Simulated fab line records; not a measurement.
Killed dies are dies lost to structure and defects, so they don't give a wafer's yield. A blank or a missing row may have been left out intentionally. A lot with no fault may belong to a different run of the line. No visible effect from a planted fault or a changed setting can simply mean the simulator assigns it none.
fab line records | flow sky130
record: lots: 5 wafers: 23
route steps=708 shown CONTACT@419 METAL1@448 VIA1@460 METAL2@487
startH: hours from the record's opening day to when the first of the lot's shown wafers began | waitH: hours elapsed since this lot's preceding step | " as in the row above | L1.1+2: one row covering several wafers at once | - either no value or no given start | * or withheld: withheld | < > ~ a bound
route shown NAME@n: NAME is a module with steps in the file, n the number in the route of the first one | usual: the fault-free wafers' mean and standard deviation | same: alike in all rows | chamber/n: place in a boat | sites: the reading at each site | _std_site: standard deviation across them | _edge_site: mean of outer sites minus mean of inner sites | radiusMm: how far each site lies from the wafer's centre | mask NAME#n: copy n | behind: the most recent tool/chamber to have shaped the wafer | hold: why the lot went on hold/how many hours it stayed there/how the hold came to an end | device: the n, p or np transistor that did not switch | end of line: the route-end tests of the same wafers | a step without rows: its recipe alone | killed: dies lost to structure and defects at the first sort, not the wafer's yield | map: the dies of a wafer, with x for killed, . for not killed, _ for no die there
set.NAME: the run value of the setting; set.NAME@STEP: its run value at that earlier step | model.NAME: the simulator's own value behind a step, which no gauge read
one table per step and one row per wafer, for lots whose settings were changed on purpose
== steps ==
step: SKY_CONTACT_DEVELOP_13
recipe: developTimeS: 60 resist: KrF-thick devTempC: 21
columns lot.wafer tool chamber startH waitH set.devTempC
L075.1+5 lithoTrack-01 0 - - 19.01
L075.2+3+4 " 0 " " 21
L078.2+3+5 lithoTrack-04 0 - - 24.51
L078.4+6 " 0 " " 21
L079.2+3+4 lithoTrack-01 0 - - 23.79
L079.5+6 " 0 " " 21
L080.2+3+4 lithoTrack-04 0 - - 21
L080.5+6 " 0 " " 18.1
L084.1+3+6 lithoTrack-03 0 - - 21
step: SKY_CONTACT_CD_MEAS_14
recipe: targetCdNm: 170
usual: cdNm: 170.6/1.4
columns lot.wafer tool chamber startH waitH set.devTempC@CONTACT_DEVELOP_13 cdNm
L075.1 cdSem-01 - 737.54 - 19.01 168.4
L075.2 " - " " 21 168.5
L075.3 " - " " 21 169.7
L075.4 " - " " 21 168.7
L075.5 " - " " 19.01 166.5
L078.2 cdSem-02 - 769.61 - 24.51 175.5
L078.3 " - " " 24.51 175.8
L078.4 " - " " 21 173.6
L078.5 " - " " 24.51 176.0
L078.6 " - " " 21 173.2
L079.2 cdSem-02 - 776.16 - 23.79 172.8
L079.3 " - " " 23.79 174.2
L079.4 " - " " 23.79 174.0
L079.5 " - " " 21 170.3
L079.6 " - " " 21 169.9
L080.2 cdSem-02 - 784.41 - 21 168.2
L080.3 " - " " 21 168.5
L080.4 " - " " 21 167.8
L080.5 " - " " 18.1 165.3
L080.6 " - " " 18.1 165.8
L084.1 cdSem-02 - 814.98 - 21 170.1
L084.3 " - " " 21 169.8
L084.6 " - " " 21 168.6
step: SKY_CONTACT_ETCH_16
recipe: chemistry: N2/H2 target: BARC ionEnergyEv: 200 sourceW: 500 biasW: 100 pressureMtorr: 30 n2FlowSccm: 100 h2FlowSccm: 200 stopOn: SiO2 timeS: 45.9 targetDepthA: 600
columns lot.wafer tool chamber startH waitH set.resistThkNm@CONTACT_COAT_09 model.KrF-thick_of_CONTACT_COAT_09.thkNm
L075.1 rieDiel-03 0 737.69 0.0 450 392.3
L075.2 " 3 " " 450 394.1
L075.3 " 2 " " 450 390.5
L075.4 " 1 " " 463.4 406.3
L075.5 " 3 " " 463.4 406
L078.2+3 rieDiel-02 1,3 769.75 0.0 450 391.9
L078.4 " 2 " " 450 393.5
L078.5 " 0 " " 450 390.9
L078.6 " 3 " " 450 392.7
L079.2 rieDiel-02 1 776.29 0.0 468.4 410
L079.3 " 2 " " 450 392.7
L079.4 " 3 " " 450 393.9
L079.5 " 1 " " 468.4 410.5
L079.6 " 2 " " 450 393.6
L080.2 rieDiel-03 2 784.55 0.0 450 394.8
L080.3 " 0 " " 450 392.9
L080.4+6 " 3,2 " " 450 394.9
L080.5 " 1 " " 450 394.2
L084.1 rieDiel-02 0 815.13 0.0 450 393.9
L084.3 " 3 " " 450 392.9
L084.6 " 1 " " 450 391.9
step: SKY_CONTACT_ETCH_17
recipe: target: SiO2 chemistry: C4F8/O2/Ar stopOn: Si3N4 maskMaterial: KrF-thick sourceW: 1500 biasW: 1200 pressureMtorr: 40 c4f8FlowSccm: withheld O2_flow_sccm: 6 Ar_flow_sccm: 300 timeS: withheld targetDepthA: 3400
step: SKY_CONTACT_ETCH_18
recipe: target: Si3N4 chemistry: CHF3/O2 stopOn: TiN sourceW: 600 biasW: 200 pressureMtorr: 40 chf3FlowSccm: 50 O2_flow_sccm: 5 timeS: 39 targetDepthA: 750
columns lot.wafer tool chamber startH waitH set.resistThkNm@CONTACT_COAT_09 model.KrF-thick_of_CONTACT_COAT_09.thkNm
L075.1 rieDiel-03 0 - - 450 238.1
L075.2 " 3 " " 450 245.7
L075.3 " 2 " " 450 241.1
L075.4 " 1 " " 463.4 255.9
L075.5 " 3 " " 463.4 256.8
L078.2 rieDiel-02 1 - - 450 242.8
L078.3 " 3 " " 450 244.4
L078.4 " 2 " " 450 246.2
L078.5 " 0 " " 450 240.7
L078.6 " 3 " " 450 244.5
L079.2 rieDiel-02 1 - - 468.4 259.9
L079.3 " 2 " " 450 244.8
L079.4 " 3 " " 450 245.3
L079.5 " 1 " " 468.4 261.1
L079.6 " 2 " " 450 245
L080.2 rieDiel-03 2 - - 450 245.9
L080.3 " 0 " " 450 238.8
L080.4 " 3 " " 450 244.1
L080.5 " 1 " " 450 243.4
L080.6 " 2 " " 450 246.5
L084.1 rieDiel-02 0 - - 450 245.8
L084.3 " 3 " " 450 246.8
L084.6 " 1 " " 450 243.4
step: SKY_CONTACT_STRIP_19
recipe: chemistry: O2/N2 powerW: 1400 pressureMtorr: 1500 platenTempC: withheld o2FlowSccm: 3000 n2FlowSccm: 300 overashFraction: 0.5
usual: stripTimeToEndpointS: 3.64/0.03
columns lot.wafer tool chamber startH waitH set.resistThkNm@CONTACT_COAT_09 stripTimeToEndpointS
L075.1 plasmaAsher-04 0 737.82 - 450 3.56
L075.2 " 1 " " 450 3.65
L075.3 " 1 " " 450 3.61
L075.4 " 0 " " 463.4 3.77
L075.5 " 0 " " 463.4 3.77
L078.2 plasmaAsher-03 1 769.88 - 450 3.63
L078.3 " 0 " " 450 3.64
L078.4 " 1 " " 450 3.67
L078.5 " 0 " " 450 3.60
L078.6 " 1 " " 450 3.63
L079.2 plasmaAsher-03 0 776.42 - 468.4 3.80
L079.3 " 0 " " 450 3.63
L079.4 " 1 " " 450 3.66
L079.5 " 0 " " 468.4 3.80
L079.6 " 1 " " 450 3.64
L080.2 plasmaAsher-04 0 784.68 - 450 3.64
L080.3 " 0 " " 450 3.58
L080.4 " 1 " " 450 3.63
L080.5 " 0 " " 450 3.62
L080.6 " 1 " " 450 3.66
L084.1 plasmaAsher-03 0 815.27 - 450 3.64
L084.3 " 0 " " 450 3.64
L084.6 " 0 " " 450 3.62
step: SKY_CONTACT_SPUTTER_23
recipe: material: TiN targetThkNm: 20 chamberPressurePa: 5 powerW: 4000 timeS: 80
columns lot.wafer tool chamber startH waitH set.chamberPressurePa model.TiN_of_CONTACT_SPUTTER_23.thkNm
L075.1 pvdSputter-04 - 738.45 0.0 5.74 17.46
L075.2 " - " " 5.74 17.48
L075.3 " - " " 5.74 17.82
L075.4 " - " " 5.74 17.59
L075.5 " - " " 5.74 17.31
L078.2 pvdSputter-01 - 771.08 0.0 5.229 19.06
L078.3 " - " " 5.229 19.54
L078.4 " - " " 5.229 19.45
L078.5 " - " " 5.229 19.42
L078.6 " - " " 5.229 19.67
L079.2+5 pvdSputter-02 - 777.13 0.0 4.3 23.1
L079.3+6 " - " " 4.3 23.11
L079.4 " - " " 4.3 23.08
L080.2 pvdSputter-01 - 785.28 0.0 5.749 17.98
L080.3 " - " " 5.749 17.63
L080.4 " - " " 5.749 17.37
L080.5 " - " " 5.749 17.86
L080.6 " - " " 5.749 17.96
L084.1 pvdSputter-01 - 815.86 0.0 5 19.69
L084.3 " - " " 5 19.74
L084.6 " - " " 5 19.68
step: SKY_METAL1_DEVELOP_14
recipe: developTimeS: 60 resist: KrF-thick devTempC: 21
columns lot.wafer tool chamber startH waitH set.devTempC
L075.1+3+5 lithoTrack-02 0 - - 24.44
L075.2+4 " 0 " " 21
L078.2+3+4+5+6 lithoTrack-02 0 - - 21
L079.2+5+6 lithoTrack-04 0 - - 17.38
L079.3+4 " 0 " " 21
L080.2+4+6 lithoTrack-02 0 - - 21
L080.3+5 " 0 " " 22.6
L084.1+3+6 lithoTrack-03 0 - - 21
step: SKY_METAL1_CD_MEAS_15
recipe: targetCdNm: 140
usual: cdNm: 140.4/1.7
columns lot.wafer tool chamber startH waitH set.devTempC@METAL1_DEVELOP_14 cdNm
L075.1 cdSem-01 - 766.51 - 24.44 134.5
L075.2 " - " " 21 137.6
L075.3 " - " " 24.44 135.2
L075.4 " - " " 21 137.4
L075.5 " - " " 24.44 133.7
L078.2 cdSem-02 - 798.02 - 21 142.3
L078.3 " - " " 21 142.3
L078.4 " - " " 21 141.8
L078.5 " - " " 21 142.4
L078.6 " - " " 21 142.1
L079.2 cdSem-02 - 804.58 - 17.38 144.2
L079.3 " - " " 21 140.1
L079.4 " - " " 21 141.0
L079.5 " - " " 17.38 142.9
L079.6 " - " " 17.38 143.3
L080.2 cdSem-02 - 812.73 - 21 139.2
L080.3 " - " " 22.6 136.6
L080.4 " - " " 21 139.9
L080.5 " - " " 22.6 138.1
L080.6 " - " " 21 139.7
L084.1 cdSem-01 - 843.58 - 21 140.0
L084.3 " - " " 21 140.2
L084.6 " - " " 21 140.0
step: SKY_METAL1_DESCUM_17
recipe: chemistry: O2 sourcePowerW: 150 biasPowerW: 0 pressureMtorr: 10 tempC: 40 timeS: 8
columns lot.wafer tool chamber startH waitH set.devTempC@METAL1_DEVELOP_14 model.METAL1.cdNm
L075.1 rieMetal-02 1 766.66 0.0 24.44 135.3
L075.2 " 0 " " 21 137.9
L075.3 " 1 " " 24.44 135
L075.4 " 0 " " 21 137.1
L075.5 " 0 " " 24.44 134
L078.2 rieMetal-04 0 798.15 0.0 21 142.5
L078.3 " 1 " " 21 142.6
L078.4 " 0 " " 21 -
L078.5 " 0 " " 21 142.2
L078.6 " 1 " " 21 142
L079.2 rieMetal-02 0 804.71 0.0 17.38 144.1
L079.3 " 0 " " 21 139.8
L079.4 " 1 " " 21 140.8
L079.5 " 0 " " 17.38 143.1
L079.6 " 1 " " 17.38 143.5
L080.2+6 rieMetal-04 0,1 812.86 0.0 21 140
L080.3 " 0 " " 22.6 137.5
L080.4 " 1 " " 21 140.6
L080.5 " 0 " " 22.6 139
L084.1 rieMetal-02 1 843.73 0.0 21 139.8
L084.3 " 0 " " 21 140.1
L084.6 " 0 " " 21 139.4
step: SKY_VIA1_CMP_02
recipe: material: SiO2 downForcePsi: 4 platenRpm: 60 padVelocityMS: 0.94248
columns lot.wafer tool chamber startH waitH set.leaveAboveRefNm model.SiO2_of_VIA1_HDPCVD_00.thkNm
L075.3 cmp-01 0 767.84 0.0 368.1 367.5
L075.1 " 1 " " 368.1 368.9
L075.4 " 2 " " 368.1 365.3
L075.2 " 3 " " 345 343.4
L075.5 " 1 " " 345 344
L078.3 cmp-01 3 799.11 0.0 345 344.4
L078.2 " 0 " " 353.9 354.4
L078.4+5 " 2,3 " " 345 -
L078.6 " 0 " " 353.9 -
L079.3 cmp-02 0 805.70 0.0 345 346.5
L079.4+2 " 2,3 " " 345 345
L079.6 " 0 " " 345 345.1
L079.5 " 1 " " 345 345.6
L080.2 cmp-01 3 813.84 0.1 356.9 355.6
L080.4 " 1 " " 356.9 356.7
L080.3+6 " 2,3 " " 345 -
L080.5 " 0 " " 356.9 -
L084.1 cmp-02 3 844.78 0.1 345 346.3
L084.3 " 1 " " 345 347
L084.6 " 2 " " 345 345
step: SKY_VIA1_COAT_06
recipe: resist: BARC tempC: withheld timeS: withheld spinRpm: 3000 resistThkNm: 60
columns lot.wafer tool chamber startH waitH set.resistThkNm
L075.1+4+5 lithoTrack-02 0 781.26 0.1 56.54
L075.2+3 " 0 " " 60
L078.2+3+6 lithoTrack-04 0 812.52 0.1 60
L078.4+5 " 0 " " 61.04
L079.2+3+5 lithoTrack-02 0 818.48 0.1 60
L079.4+6 " 0 " " 58.99
L080.2+3+6 lithoTrack-04 0 827.22 0.1 60
L080.4+5 " 0 " " 62.53
L084.1+3+6 lithoTrack-02 0 858.06 0.1 60
step: SKY_VIA1_COAT_07
recipe: resist: KrF-thick spinRpm: 3000 resistThkNm: 450
step: SKY_VIA1_SOFTBAKE_08
recipe: tempC: 100 timeS: 90 resist: KrF-thick
step: SKY_VIA1_ETCH_14
recipe: chemistry: N2/H2 target: BARC ionEnergyEv: 200 sourceW: 500 biasW: 103.9 pressureMtorr: 30 n2FlowSccm: 100 h2FlowSccm: 200 stopOn: SiO2 timeS: 45.9 targetDepthA: 600
usual: oesProductAu: 0.854/0.0053
columns lot.wafer tool chamber startH waitH set.resistThkNm@VIA1_COAT_06 oesProductAu model.etch.depthNm
L075.1 rieDiel-01 0 794.46 0.0 56.54 0.824 -
L075.2 " 3 " " 60 0.863 59.96
L075.3 " 2 " " 60 0.848 -
L075.4 " 1 " " 56.54 0.832 56.71
L075.5 " 2 " " 56.54 0.827 56.7
L078.2 rieDiel-01 2 826.26 0.0 60 0.845 -
L078.3 " 3 " " 60 0.859 60.19
L078.4 " 0 " " 61.04 0.859 -
L078.5 " 3 " " 61.04 0.858 -
L078.6 " 2 " " 60 0.847 -
L079.2 rieDiel-01 1 832.65 0.0 60 0.862 60.18
L079.3 " 0 " " 60 0.860 -
L079.4 " 3 " " 58.99 0.851 59.13
L079.5 " 3 " " 60 0.856 60.11
L079.6 " 0 " " 58.99 0.848 -
L080.2 rieDiel-04 1 841.10 0.0 60 0.850 -
L080.3 " 3 " " 60 0.849 -
L080.4 " 2 " " 62.53 0.875 -
L080.5 " 1 " " 62.53 0.873 -
L080.6 " 0 " " 60 0.857 -
L084.1 rieDiel-04 1 871.40 0.0 60 0.856 60.08
L084.3 " 2 " " 60 0.861 59.79
L084.6 " 3 " " 60 0.851 59.8
step: SKY_VIA1_SPUTTER_20
recipe: material: TiN targetThkNm: 20 chamberPressurePa: 5 powerW: 4000 timeS: 80
columns lot.wafer tool chamber startH waitH set.powerW model.TiN_of_VIA1_SPUTTER_20.thkNm
L075.1 pvdSputter-02 - 795.15 0.0 4000 19.46
L075.2 " - " " 4000 19.37
L075.3 " - " " 4000 19.11
L075.4 " - " " 3524 17.17
L075.5 " - " " 3524 16.56
L078.2 pvdSputter-01 - 826.95 0.0 3645 18.61
L078.3 " - " " 4000 20.42
L078.4 " - " " 3645 18.55
L078.5 " - " " 4000 20.39
L078.6 " - " " 3645 18.6
L079.2 pvdSputter-01 - 833.33 0.0 4000 20.23
L079.3 " - " " 4000 20.06
L079.4 " - " " 4000 20.51
L079.5 " - " " 4000 20.17
L079.6 " - " " 4000 20.29
L080.2 pvdSputter-02 - 841.82 0.0 4000 19.89
L080.3 " - " " 4000 19.74
L080.4 " - " " 4000 19.35
L080.5 " - " " 3807 18.34
L080.6 " - " " 3807 18.8
L084.1 pvdSputter-02 - 872.08 0.0 4000 19.84
L084.3 " - " " 4000 19.41
L084.6 " - " " 4000 19.49
step: SKY_METAL2_SPUTTER_04
recipe: material: TiN targetThkNm: 70 powerW: 6500 timeS: 58.3 chamberPressurePa: 0.4
columns lot.wafer tool chamber startH waitH set.powerW model.TiN_of_METAL2_SPUTTER_04.thkNm
L075.1 pvdSputter-03 - 795.87 0.0 6500 69.33
L075.2 " - " " 6500 70.31
L075.3 " - " " 6500 69.74
L075.4 " - " " 6500 69.93
L075.5 " - " " 6500 69.29
L078.2 pvdSputter-03 - 827.67 0.0 6500 69.57
L078.3 " - " " 6500 70.37
L078.4 " - " " 6160 66.83
L078.5 " - " " 6160 66.47
L078.6 " - " " 6160 65.65
L079.2 pvdSputter-04 - 834.06 0.0 6500 67.92
L079.3 " - " " 6500 68.14
L079.4 " - " " 6500 68.31
L079.5 " - " " 6500 68.15
L079.6 " - " " 6500 68.49
L080.2 pvdSputter-03 - 842.55 0.0 6500 70.47
L080.3 " - " " 7248 76.98
L080.4 " - " " 6500 70.31
L080.5 " - " " 7248 77.99
L080.6 " - " " 7248 77.54
L084.1 pvdSputter-04 - 872.80 0.0 6500 69.49
L084.3 " - " " 6500 68.89
L084.6 " - " " 6500 69.52
step: SKY_METAL2_EXPOSE_12
recipe: maskId: MM2 na: 0.8 sourceShape: annular sigmaInner: 0.55 sigmaOuter: 0.85 targetCdNm: 140 doseMj: 28
columns lot.wafer tool chamber startH waitH mask set.doseMj
L075.1+2 krfScanner-02 0 - - MM2#0 29.69
L075.3+4+5 " 0 " " MM2#0 28
L078.2+4 krfScanner-01 0 - - MM2#0 28
L078.3+5+6 " 0 " " MM2#0 27.1
L079.2+4+5 krfScanner-02 0 - - MM2#0 28
L079.3+6 " 0 " " MM2#0 29.8
L080.2+3+5 krfScanner-01 0 - - MM2#0 28
L080.4+6 " 0 " " MM2#0 26.28
L084.1+3+6 krfScanner-02 0 - - MM2#0 28
step: SKY_METAL2_DEVELOP_14
recipe: developTimeS: 60 resist: KrF-thick devTempC: 21
columns lot.wafer tool chamber startH waitH set.devTempC
L075.1+4 lithoTrack-03 0 - - 19.98
L075.2+3+5 " 0 " " 21
L078.2+3+4+5+6 lithoTrack-01 0 - - 21
L079.2+3+4+5+6 lithoTrack-01 0 - - 21
L080.2+5 lithoTrack-03 0 - - 22.45
L080.3+4+6 " 0 " " 21
L084.1+3+6 lithoTrack-03 0 - - 21
step: SKY_METAL2_CD_MEAS_15
recipe: targetCdNm: 140
usual: cdNm: 139.4/1.6
columns lot.wafer tool chamber startH waitH set.doseMj@METAL2_EXPOSE_12 cdNm
L075.1 cdSem-02 - 821.83 - 29.69 128.6
L075.2 " - " " 29.69 127.2
L075.3 " - " " 28 138.1
L075.4 " - " " 28 139.6
L075.5 " - " " 28 137.6
L078.2 cdSem-01 - 853.71 - 28 139.0
L078.3 " - " " 27.1 146.0
L078.4 " - " " 28 140.0
L078.5 " - " " 27.1 145.0
L078.6 " - " " 27.1 147.1
L079.2 cdSem-01 - 860.26 - 28 140.0
L079.3 " - " " 29.8 127.4
L079.4 " - " " 28 139.7
L079.5 " - " " 28 138.6
L079.6 " - " " 29.8 127.3
L080.2 cdSem-01 - 869.50 - 28 136.4
L080.3 " - " " 28 138.0
L080.4 " - " " 26.28 151.1
L080.5 " - " " 28 137.0
L080.6 " - " " 26.28 150.5
L084.1 cdSem-02 - 898.98 - 28 139.5
L084.3 " - " " 28 139.5
L084.6 " - " " 28 139.4
step: SKY_METAL2_DESCUM_17
recipe: chemistry: O2 sourcePowerW: 150 biasPowerW: 0 pressureMtorr: 10 tempC: 40 timeS: 8
columns lot.wafer tool chamber startH waitH set.doseMj@METAL2_EXPOSE_12 model.METAL2.cdNm
L075.1 rieMetal-01 1 821.98 0.0 29.69 128.3
L075.2 " 0 " " 29.69 127.3
L075.3 " 1 " " 28 137.6
L075.4 " 0 " " 28 139.3
L075.5 " 0 " " 28 137.4
L078.2 rieMetal-01 0 853.84 0.0 28 138.7
L078.3 " 1 " " 27.1 146
L078.4 " 0 " " 28 140.1
L078.5 " 0 " " 27.1 145
L078.6 " 1 " " 27.1 147.3
L079.2 rieMetal-04 1 860.39 0.0 28 140.2
L079.3 " 1 " " 29.8 127.8
L079.4 " 0 " " 28 140.7
L079.5 " 0 " " 28 139.1
L079.6 " 1 " " 29.8 127.7
L080.2 rieMetal-04 0 869.63 0.0 28 136.8
L080.3 " 0 " " 28 139.2
L080.4 " 1 " " 26.28 151.1
L080.5 " 1 " " 28 137.6
L080.6 " 0 " " 26.28 151
L084.1+3 rieMetal-02 1,0 899.13 0.0 28 139.2
L084.6 " 0 " " 28 139
step: SKY_METAL2_ETCH_18
recipe: chemistry: N2/H2 target: BARC ionEnergyEv: 200 biasW: 100 pressureMtorr: 30 n2FlowSccm: 100 h2FlowSccm: 200 icpW: 500 stopOn: SiO2 timeS: 45.9 targetDepthA: 600
step: SKY_METAL2_METAL_ETCH_19
recipe: targetDepthA: 3600 stopOn: SiO2 overEtchFrac: 0.3 timeS: 78 chemistry: Cl2/BCl3 resistSidewallDeg: 88 pressureMtorr: 10 icpW: 900 biasW: 48.5 Cl2_flow_sccm: 60 bcl3FlowSccm: 30
columns lot.wafer tool chamber startH waitH set.resistThkNm@VIA1_COAT_06 model.etch.depthNm model.METAL2.featureDepthNm
L075.1 rieMetal-01 1 822.08 0.0 56.54 - 369.4
L075.2 " 0 " " 60 351.7 351.7
L075.3 " 1 " " 60 - 351.7
L075.4 " 0 " " 56.54 368.4 368.4
L075.5 " 0 " " 56.54 368.1 368.1
L078.2 rieMetal-01 0 853.94 0.0 60 - 353.2
L078.3 " 1 " " 60 353.7 353.7
L078.4+5 " 0 " " 61.04 - -
L078.6 " 1 " " 60 - -
L079.2 rieMetal-04 1 860.49 0.0 60 367.7 367.7
L079.3 " 1 " " 60 - 367.3
L079.4 " 0 " " 58.99 368.8 368.8
L079.5 " 0 " " 60 368.2 368.2
L079.6 " 1 " " 58.99 - 369.9
L080.2 rieMetal-04 0 869.73 0.0 60 - 356
L080.3+6 " 0 " " 60 - -
L080.4 " 1 " " 62.53 - 353.8
L080.5 " 1 " " 62.53 - -
L084.1 rieMetal-02 1 899.23 0.0 60 366.3 366.3
L084.3 " 0 " " 60 365.5 365.5
L084.6 " 0 " " 60 367.7 367.7
== key ==
split: step: SKY_CONTACT_DEVELOP_13 setting: devTempC stated: 21 by: wafer
response: step: SKY_CONTACT_CD_MEAS_14 reading: cdNm change: +0.186 per: 1% r: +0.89
split: step: SKY_CONTACT_SPUTTER_23 setting: chamberPressurePa stated: 5 by: lot
response: step: SKY_CONTACT_SPUTTER_23 reading: model.TiN_of_CONTACT_SPUTTER_23.thkNm change: -0.185 per: 1% r: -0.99
split: step: SKY_METAL1_DEVELOP_14 setting: devTempC stated: 21 by: wafer
response: step: SKY_METAL1_CD_MEAS_15 reading: cdNm change: -0.189 per: 1% r: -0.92
response: step: SKY_METAL1_DESCUM_17 reading: model.METAL1.cdNm change: -0.187 per: 1% r: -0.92
split: step: SKY_VIA1_CMP_02 setting: leaveAboveRefNm stated: 345 by: wafer
response: step: SKY_VIA1_CMP_02 reading: model.SiO2_of_VIA1_HDPCVD_00.thkNm change: +3.53 per: 1% r: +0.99
split: step: SKY_VIA1_COAT_06 setting: resistThkNm stated: 60 by: wafer
response: step: SKY_VIA1_ETCH_14 reading: oesProductAu change: +0.00494 per: 1% r: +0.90
response: step: SKY_VIA1_ETCH_14 reading: model.etch.depthNm change: +0.568 per: 1% r: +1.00
response: step: SKY_METAL2_METAL_ETCH_19 reading: model.etch.depthNm change: -2.69 per: 1% r: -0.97
response: step: SKY_METAL2_METAL_ETCH_19 reading: model.METAL2.featureDepthNm shape: bent atLowest: 368.7 atStated: 360.8 atHighest: 353.8
split: step: SKY_VIA1_SPUTTER_20 setting: powerW stated: 4000 by: wafer
response: step: SKY_VIA1_SPUTTER_20 reading: model.TiN_of_VIA1_SPUTTER_20.thkNm change: +0.208 per: 1% r: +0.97
split: step: SKY_METAL2_SPUTTER_04 setting: powerW stated: 6500 by: wafer
response: step: SKY_METAL2_SPUTTER_04 reading: model.TiN_of_METAL2_SPUTTER_04.thkNm change: +0.632 per: 1% r: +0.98
split: step: SKY_METAL2_EXPOSE_12 setting: doseMj stated: 28 by: wafer
response: step: SKY_METAL2_CD_MEAS_15 reading: cdNm change: -1.96 per: 1% r: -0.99
response: step: SKY_METAL2_DESCUM_17 reading: model.METAL2.cdNm change: -1.93 per: 1% r: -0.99
split: step: SKY_METAL2_DEVELOP_14 setting: devTempC stated: 21 by: wafer
response none clear
split outsideThisFile step=SKY_CONTACT_COAT_09 setting=resistThkNm
split outsideThisFile: this setting was split too, and the file shows its column; the key of that split is in another file
